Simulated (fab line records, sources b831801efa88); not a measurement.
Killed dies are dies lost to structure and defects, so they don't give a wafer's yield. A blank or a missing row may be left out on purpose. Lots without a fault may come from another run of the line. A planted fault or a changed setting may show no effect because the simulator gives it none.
Problem report in the 8D (eight disciplines) form, filled by code | flow sky130 | the parts of the form that need people (team, actions taken, sign-off) are left out

1. THE PROBLEM
sort_bin_3_pad_short at SKY_PAD_OPEN_PROBE_99 reads a mean of 3.6 % on 6 wafers of 2 lots; wafers without a fault read 0.9 % with a standard deviation of 0.41. That is +6.6 standard deviations from the usual mean.
First seen on wafer L753.2, day 47 15:24, on prober-01. The record holds 15 wafers of 5 lots with a number at this step. Rule for "out", or "out of limits": more than 4 standard deviations from the usual mean. The other wafers with a number count as sound.

2. WHAT IT IS AND WHAT IT IS NOT
question                    | is                     | is not
which readings at this step | sort_bin_3_pad_short   | killed_at_contacts, killed_at_other, killed_open, sort_bin_6_memory
which lots                  | L753, L755             | L757, L762, L768
which wafers of those lots  | all that have a number | -
read on which tools         | prober-01, prober-02   | -
when                        | from day 47 15:24      | up to then (0 sound wafers); but 9 sound wafers of L757, L762, L768 came after

3. SUSPECTS, AND WHAT RULES EACH OUT
Counting: a tool at a process step up to the reading stays a suspect if it ran every lot that is out and no sound lot after the first of them.
- wet_bench-04 at SKY_METAL2_CLEAN_23 (cleans in O3/DIW): ruled out as a lasting fault. Sound lots L768 ran on it after its first lot that is out, L753 (day 37 08:10).
Left after counting: nothing in the record.

4. THE CAUSE (what the simulator had put in)
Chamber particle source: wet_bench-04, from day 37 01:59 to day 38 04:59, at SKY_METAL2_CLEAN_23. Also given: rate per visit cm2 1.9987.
Counting ruled it out, wrongly: the rule takes a fault to strike every lot that its tool runs from its start on, and this one did not.

5. THE CHAIN OF EFFECTS, in route order
Each row: a reading whose mean over the struck wafers that have a number lies more than 3 standard deviations from the usual. Only readings for which the record gives a usual standard deviation are gone through. hours: the time from each lot's start at the first step in this table that gives one to its start at this step, as a median over the lots. sigmas: the change in usual standard deviations.
hours | step                  | reading              | usual | on struck wafers | change | sigmas
0     | SKY_PAD_OPEN_PROBE_99 | sort_bin_3_pad_short | 0.9 % | 3.6              | +2.7   | +6.6
The process steps in it:
- SKY_PAD_OPEN_PROBE_99

6. WHAT WOULD HAVE CAUGHT IT SOONER
In this record the first reading out of limits was taken at day 47 15:24, 253 hours after the fault began at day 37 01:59.
